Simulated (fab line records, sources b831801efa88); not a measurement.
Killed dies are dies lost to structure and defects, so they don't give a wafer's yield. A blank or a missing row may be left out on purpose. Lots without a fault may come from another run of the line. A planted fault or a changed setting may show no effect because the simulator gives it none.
Which tool did it? | flow sky130 | 12 lots, 36 wafers sampled, at 4 steps of a route of 708

WHAT THE GAUGES READ, wafer by wafer
SKY_LDD_N_TW_MEAS_17. Usual: LDD_N_TW 2583, standard deviation 28.
lot  | measured     | on            | LDD_N_TW       | flag
L995 | day 17 20:59 | film_metro-01 | 2604 2586 2596 |
L998 | day 19 07:55 | film_metro-01 | 2599 2590 2595 |
L999 | day 19 23:35 | film_metro-03 | 2604 2581 2607 |
L103 | day 21 10:50 | film_metro-02 | 2556 2561 2558 |
L105 | day 21 22:45 | film_metro-03 | 2611 2622 2609 |
L107 | day 22 13:17 | film_metro-03 | 2602 2603 2587 |
L109 | day 23 07:59 | film_metro-03 | 2601 2627 2592 |
L112 | day 24 07:12 | film_metro-01 | 2578 2575 2573 |
L113 | day 24 12:05 | film_metro-03 | 2592 2593 2597 |
L114 | day 24 17:53 | film_metro-01 | 2567 2565 2565 |
L115 | day 25 09:08 | film_metro-02 | 2541 2535 2534 |
L117 | day 25 23:17 | film_metro-02 | 2534 2553 2535 |

SKY_SD_P_OVL_MEAS_08. Usual: SD_P_OVL -0.1 nm, standard deviation 1.4.
lot  | measured     | on         | SD_P_OVL (nm)  | flag
L995 | day 25 14:43 | overlay-02 | 2.6 -0.3 2.5   |
L998 | day 27 01:40 | overlay-02 | 1.3 2.2 1.6    |
L999 | day 27 16:25 | overlay-02 | 2.0 1.3 0.0    |
L103 | day 28 22:52 | overlay-02 | 1.0 0.9 1.0    |
L105 | day 29 09:31 | overlay-01 | -3.7 -2.6 -2.9 |
L112 | day 31 11:55 | overlay-02 | 0.7 -1.6 1.3   |
L113 | day 31 16:49 | overlay-01 | -1.2 0.5 -0.8  |
L114 | day 31 21:04 | overlay-01 | -1.8 -0.9 -1.9 |
L115 | day 32 12:34 | overlay-02 | 0.4 1.4 1.3    |
L117 | day 33 02:28 | overlay-01 | 0.7 -0.9 0.1   |

WHICH TOOL RAN EACH LOT (tool, then ch and the chambers of the sampled wafers, then the start)
lot  | SKY_LDD_HVP_STRIP_09                 | SKY_SPACER_ETCHBACK_02
L995 | plasma_asher-01 ch 0,1, day 21 16:37 | rie_diel-04 ch 0,2,3, day 23 01:36
L998 | plasma_asher-02 ch 0, day 23 05:08   | rie_diel-04 ch 1,3, day 24 14:03
L999 | plasma_asher-02 ch 0,1, day 23 19:01 | rie_diel-03 ch 0,2, day 25 05:25
L103 | plasma_asher-01 ch 0,1, day 25 05:35 | rie_diel-02 ch 0,2,3, day 26 13:10
L105 | plasma_asher-02 ch 0,1, day 25 17:44 | rie_diel-02 ch 1,2, day 27 01:55
L107 | plasma_asher-01 ch 0,1, day 26 07:49 | rie_diel-04 ch 0,1,2, day 27 21:31
L109 | plasma_asher-01 ch 0,1, day 27 02:38 | rie_diel-03 ch 0,2,3, day 28 09:02
L112 | plasma_asher-03 ch 0,1, day 27 21:56 | rie_diel-04 ch 0,1,2, day 29 04:21
L113 | plasma_asher-01 ch 0,1, day 28 00:59 | rie_diel-03 ch 2,3, day 29 09:01
L114 | plasma_asher-01 ch 1, day 28 06:58   | rie_diel-04 ch 0,3, day 29 13:48
L115 | plasma_asher-02 ch 0,1, day 28 23:17 | rie_diel-03 ch 0,2,3, day 30 05:15
L117 | plasma_asher-02 ch 0,1, day 29 13:23 | rie_diel-02 ch 0,3, day 30 19:29
- SKY_LDD_HVP_STRIP_09: strips in O2/N2.
- SKY_SPACER_ETCHBACK_02: etches Si3N4 in CH3F/O2, stops on SiO2, time 46.7 s, target depth 45 nm.

WHAT THE TOOLS THEMSELVES READ (means of the sampled wafers that have a number; where no wafer has one, the mark that the record gives instead)
SKY_LDD_HVP_STRIP_09. Usual: drypump_motor_current_A 5.6 A, standard deviation 0.4; oes_product_au 0.408 a.u., standard deviation 0.0047; strip_time_to_endpoint_s 4.136 s, standard deviation 0.013.
lot  | tool            | drypump_motor_current_A (A) | oes_product_au (a.u.) | strip_time_to_endpoint_s (s) | flag
L995 | plasma_asher-01 | 5.4                         | 0.408                 | 4.135                        |
L998 | plasma_asher-02 | 6.0                         | 0.405                 | 4.139                        |
L999 | plasma_asher-02 | 6.0                         | 0.410                 | 4.116                        |
L103 | plasma_asher-01 | 5.3                         | 0.407                 | 4.146                        |
L105 | plasma_asher-02 | 6.1                         | 0.408                 | 4.135                        |
L107 | plasma_asher-01 | 5.4                         | 0.409                 | 4.150                        |
L109 | plasma_asher-01 | 5.4                         | 0.404                 | 4.127                        |
L112 | plasma_asher-03 | 5.3                         | 0.407                 | 4.137                        |
L113 | plasma_asher-01 | 5.3                         | 0.408                 | 4.148                        |
L114 | plasma_asher-01 | 5.2                         | 0.411                 | 4.140                        |
L115 | plasma_asher-02 | 6.0                         | 0.408                 | 4.118                        |
L117 | plasma_asher-02 | 6.1                         | 0.409                 | 4.133                        |

SKY_SPACER_ETCHBACK_02. Usual: O2_flow_sccm 30.01 sccm, standard deviation 0.088; bias_w 80.02 W, standard deviation 0.26; drypump_motor_current_A 6.0 A, standard deviation 0.43; oes_product_au 0.856 a.u., standard deviation 0.0053; rf_fwd_power_W 396.0 W, standard deviation 1.5; throttle_valve_pct 10.563 %, standard deviation 0.0083.
lot  | tool        | O2_flow_sccm (sccm) | bias_w (W) | drypump_motor_current_A (A) | oes_product_au (a.u.) | rf_fwd_power_W (W) | throttle_valve_pct (%) | flag
L995 | rie_diel-04 | 30.02               | 80.11      | 5.8                         | 0.853                 | 396.7              | 10.568                 |
L998 | rie_diel-04 | 29.98               | 80.01      | 6.0                         | 0.853                 | 395.0              | 10.557                 |
L999 | rie_diel-03 | 30.07               | 80.17      | 6.0                         | 0.859                 | 396.1              | 10.560                 |
L103 | rie_diel-02 | 29.99               | 80.19      | 5.8                         | 0.863                 | 396.9              | 10.559                 |
L105 | rie_diel-02 | 29.96               | 80.31      | 5.6                         | 0.852                 | 397.4              | 10.559                 |
L107 | rie_diel-04 | -                   | -          | -                           | -                     | -                  | -                      | OFF
L109 | rie_diel-03 | -                   | -          | -                           | -                     | -                  | -                      | OFF
L112 | rie_diel-04 | 29.97               | 79.93      | 6.0                         | 0.854                 | 395.5              | 10.562                 |
L113 | rie_diel-03 | 30.01               | 79.80      | 5.8                         | 0.861                 | 396.1              | 10.564                 |
L114 | rie_diel-04 | 30.02               | 79.87      | 5.9                         | 0.852                 | 397.0              | 10.554                 |
L115 | rie_diel-03 | 30.07               | 79.85      | 6.1                         | 0.864                 | 395.7              | 10.565                 |
L117 | rie_diel-02 | 29.89               | 79.89      | 6.0                         | 0.855                 | 396.5              | 10.568                 |

THE ANSWER, worked out from the rows above alone
Rule: a lot is off if the mean of its wafers that have a number lies more than 3 standard deviations from the usual mean. A lot without any number at a reading at which 4 lots or more have one is off too. The other lots that the step has rows for count as sound. The gauges are gone through in route order, then the tools' own readings, and for those a lot's mean is taken as printed above. The first step at which some lot is off is used, and at that step the reading that is off furthest; a lot without a number counts as furthest.
Off: L107, L109, at SKY_SPACER_ETCHBACK_02 (O2_flow_sccm). Without a number there: L107, L109.
A tool fits if, at that step or a process step before it, it ran every lot that is off, and no sound lot after the first of them. None of those tried fits.

WHAT THE SIMULATOR HAD PUT IN
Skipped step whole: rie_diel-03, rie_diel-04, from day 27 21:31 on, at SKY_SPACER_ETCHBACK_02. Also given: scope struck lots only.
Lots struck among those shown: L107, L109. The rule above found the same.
